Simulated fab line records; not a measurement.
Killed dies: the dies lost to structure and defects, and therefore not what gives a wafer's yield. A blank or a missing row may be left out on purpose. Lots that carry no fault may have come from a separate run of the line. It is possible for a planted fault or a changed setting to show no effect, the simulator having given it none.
Which tool is to blame? / flow sky130 / 33 wafers from 11 lots sampled at 4 of the route's 708 steps

## WHAT THE GAUGES SHOWED, per wafer
SKY_SD_P_OVL_MEAS_08. Usual: SD_P_OVL typically reads 1.1 nm, with standard deviation 1.4.
lot=L403; measured=day 26 08:03; on=overlay-01; SD_P_OVL (nm)=2.2 0.3 1.4; flag=
lot=L407; measured=day 27 09:58; on=overlay-02; SD_P_OVL (nm)=-0.3 -0.3 0.0; flag=
lot=L408; measured=day 27 21:36; on=overlay-01; SD_P_OVL (nm)=-2.3 -1.2 1.2; flag=
lot=L409; measured=day 27 22:29; on=overlay-02; SD_P_OVL (nm)=-0.6 1.6 1.4; flag=
lot=L410; measured=day 28 05:04; on=overlay-01; SD_P_OVL (nm)=0.3 1.7 -0.1; flag=
lot=L411; measured=day 28 20:14; on=overlay-02; SD_P_OVL (nm)=1.5 1.6 2.3; flag=
lot=L421; measured=day 31 20:03; on=overlay-02; SD_P_OVL (nm)=2.3 2.4 3.1; flag=
lot=L419; measured=day 31 21:14; on=overlay-01; SD_P_OVL (nm)=1.9 4.1 1.6; flag=
lot=L420; measured=day 31 22:21; on=overlay-01; SD_P_OVL (nm)=-1.7 1.9 0.3; flag=
lot=L422; measured=day 32 03:27; on=overlay-01; SD_P_OVL (nm)=0.0 0.4 0.9; flag=
lot=L424; measured=day 32 12:58; on=overlay-01; SD_P_OVL (nm)=0.1 1.6 0.6; flag=

SKY_SD_N_RS_MEAS_16: uses a four-point probe to measure. Usual: SD_N_RS typically reads 68.60 ohm/sq, with standard deviation 0.11.
lot=L403; measured=day 28 18:01; on=filmMetro-01; SD_N_RS (ohm/sq)=68.62 68.85 68.68; flag=
lot=L407; measured=day 29 20:00; on=filmMetro-03; SD_N_RS (ohm/sq)=68.52 68.58 68.62; flag=
lot=L408; measured=day 30 06:40; on=filmMetro-01; SD_N_RS (ohm/sq)=68.54 68.69 68.52; flag=
lot=L409; measured=day 30 08:10; on=filmMetro-03; SD_N_RS (ohm/sq)=68.56 68.75 68.66; flag=
lot=L410; measured=day 30 15:23; on=filmMetro-03; SD_N_RS (ohm/sq)=68.42 68.54 68.62; flag=
lot=L411; measured=day 31 05:53; on=filmMetro-04; SD_N_RS (ohm/sq)=68.54 68.41 68.45; flag=
lot=L421; measured=day 34 01:03; on=filmMetro-04; SD_N_RS (ohm/sq)=73.01 72.88 72.95; flag=OFF
lot=L419; measured=day 34 03:32; on=filmMetro-01; SD_N_RS (ohm/sq)=68.75 68.73 68.71; flag=
lot=L420; measured=day 34 05:12; on=filmMetro-01; SD_N_RS (ohm/sq)=72.93 72.87 73.00; flag=OFF
lot=L422; measured=day 34 09:00; on=filmMetro-04; SD_N_RS (ohm/sq)=68.52 68.40 68.51; flag=
lot=L424; measured=day 34 18:58; on=filmMetro-03; SD_N_RS (ohm/sq)=68.57 68.83 68.77; flag=

SKY_SD_N_RS_MEAS_17: uses a four-point probe to measure. Usual: SD_P_RS typically reads 147.1 ohm/sq, with standard deviation 0.4.
lot=L403; measured=day 28 18:08; on=filmMetro-01; SD_P_RS (ohm/sq)=147.1 147.2 147.3; flag=
lot=L407; measured=day 29 20:07; on=filmMetro-03; SD_P_RS (ohm/sq)=146.7 147.1 147.0; flag=
lot=L408; measured=day 30 06:47; on=filmMetro-01; SD_P_RS (ohm/sq)=147.1 147.6 147.1; flag=
lot=L409; measured=day 30 08:17; on=filmMetro-03; SD_P_RS (ohm/sq)=147.3 147.5 147.7; flag=
lot=L410; measured=day 30 15:30; on=filmMetro-03; SD_P_RS (ohm/sq)=146.9 147.2 146.8; flag=
lot=L411; measured=day 31 06:01; on=filmMetro-04; SD_P_RS (ohm/sq)=146.8 146.8 146.4; flag=
lot=L421; measured=day 34 01:10; on=filmMetro-04; SD_P_RS (ohm/sq)=173.6 172.6 173.6; flag=OFF
lot=L419; measured=day 34 03:40; on=filmMetro-01; SD_P_RS (ohm/sq)=148.0 147.8 148.3; flag=
lot=L420; measured=day 34 05:19; on=filmMetro-01; SD_P_RS (ohm/sq)=173.0 173.5 173.1; flag=OFF
lot=L422; measured=day 34 09:07; on=filmMetro-04; SD_P_RS (ohm/sq)=146.9 146.6 146.5; flag=
lot=L424; measured=day 34 19:05; on=filmMetro-03; SD_P_RS (ohm/sq)=147.2 147.9 147.6; flag=

## EACH LOT AND THE TOOL THAT RAN IT (in order: tool; ch and the chambers of the sampled wafers; start)
lot=L403; SKY_SD_N_RTA_14=rtpAnneal-01 ch 0, day 28 17:50
lot=L407; SKY_SD_N_RTA_14=rtpAnneal-02 ch 0, day 29 19:50
lot=L408; SKY_SD_N_RTA_14=rtpAnneal-01 ch 0, day 30 06:29
lot=L409; SKY_SD_N_RTA_14=rtpAnneal-02 ch 0, day 30 07:59
lot=L410; SKY_SD_N_RTA_14=rtpAnneal-01 ch 0, day 30 15:11
lot=L411; SKY_SD_N_RTA_14=rtpAnneal-02 ch 0, day 31 05:43
lot=L421; SKY_SD_N_RTA_14=rtpAnneal-02 ch 0, day 34 00:52
lot=L419; SKY_SD_N_RTA_14=rtpAnneal-01 ch 0, day 34 03:20
lot=L420; SKY_SD_N_RTA_14=rtpAnneal-02 ch 0, day 34 05:02
lot=L422; SKY_SD_N_RTA_14=rtpAnneal-01 ch 0, day 34 08:50
lot=L424; SKY_SD_N_RTA_14=rtpAnneal-01 ch 0, day 34 18:47
- SKY_SD_N_RTA_14: time 2 s.

## AS READ BY THE TOOLS THEMSELVES (means over the sampled wafers that have a number; for cases with no such wafer, the mark the record gives instead)
SKY_SD_N_RTA_14. Usual: chamberO2Ppm 2.001, standard deviation 0.021; lampPowerPct 15.74 %, standard deviation 0.056; rampDownCPerS 90.002, standard deviation 0.015; wafer_temp_C_max 1077.8, standard deviation 1.2.
lot=L403; tool=rtpAnneal-01; chamberO2Ppm=2.025; lampPowerPct (%)=15.75; rampDownCPerS=90.009; wafer_temp_C_max=1077.5; flag=
lot=L407; tool=rtpAnneal-02; chamberO2Ppm=2.003; lampPowerPct (%)=15.79; rampDownCPerS=90.012; wafer_temp_C_max=1077.2; flag=
lot=L408; tool=rtpAnneal-01; chamberO2Ppm=1.999; lampPowerPct (%)=15.77; rampDownCPerS=89.987; wafer_temp_C_max=1078.0; flag=
lot=L409; tool=rtpAnneal-02; chamberO2Ppm=2.000; lampPowerPct (%)=15.74; rampDownCPerS=90.010; wafer_temp_C_max=1078.0; flag=
lot=L410; tool=rtpAnneal-01; chamberO2Ppm=1.983; lampPowerPct (%)=15.72; rampDownCPerS=90.013; wafer_temp_C_max=1078.0; flag=
lot=L411; tool=rtpAnneal-02; chamberO2Ppm=2.015; lampPowerPct (%)=15.77; rampDownCPerS=90.011; wafer_temp_C_max=1078.0; flag=
lot=L421; tool=rtpAnneal-02; chamberO2Ppm=1.996; lampPowerPct (%)=14.76; rampDownCPerS=90.003; wafer_temp_C_max=1077.0; flag=OFF
lot=L419; tool=rtpAnneal-01; chamberO2Ppm=2.030; lampPowerPct (%)=15.74; rampDownCPerS=90.013; wafer_temp_C_max=1077.1; flag=
lot=L420; tool=rtpAnneal-02; chamberO2Ppm=1.993; lampPowerPct (%)=14.70; rampDownCPerS=89.987; wafer_temp_C_max=1078.6; flag=OFF
lot=L422; tool=rtpAnneal-01; chamberO2Ppm=1.979; lampPowerPct (%)=15.70; rampDownCPerS=89.991; wafer_temp_C_max=1078.0; flag=
lot=L424; tool=rtpAnneal-01; chamberO2Ppm=1.988; lampPowerPct (%)=15.74; rampDownCPerS=90.018; wafer_temp_C_max=1077.5; flag=

## THE ANSWER, worked out from the rows above alone
Rule: lot off if the mean of its wafers having a number is beyond 3 standard deviations from the usual mean. Also off: a lot with no number at a reading for which 4 or more lots have one. Where the step has rows for the other lots, those lots are counted as sound. First the gauges in route order, then the tools' own readings, where a lot's mean is used as printed above. At the first step where some lot is off, the reading lying furthest off is the one used; lots without a number count as furthest.
Off: L421, L420, at SKY_SD_N_RS_MEAS_16 (SD_N_RS).
A tool fits if, at a process step before that reading, it ran every lot that is off, and no sound lot after the first of them. Not tried: the gauges at SKY_SD_N_RS_MEAS_16; whatever is off there is also off at SKY_SD_N_RTA_14, on other tools, and gauge error can't account for it. One fits: rtpAnneal-02 at SKY_SD_N_RTA_14. A fault onset in the window from L411 (day 31 05:43, its last sound lot) to L421 (day 34 00:52, its first lot off) fits.
The tool's own readings at SKY_SD_N_RTA_14 bear it out: on the lots that are off they differ by more than 5 times the standard deviation of the sound lots' means. lampPowerPct reads 14.73 % there against 15.75 % on the sound lots.

## WHAT WAS PUT IN BY THE SIMULATOR
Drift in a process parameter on rtpAnneal-02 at SKY_SD_N_RTA_14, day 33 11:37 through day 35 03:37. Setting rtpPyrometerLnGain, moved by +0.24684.
Lots struck among those shown: L421, L420. The rule given above showed the same thing.
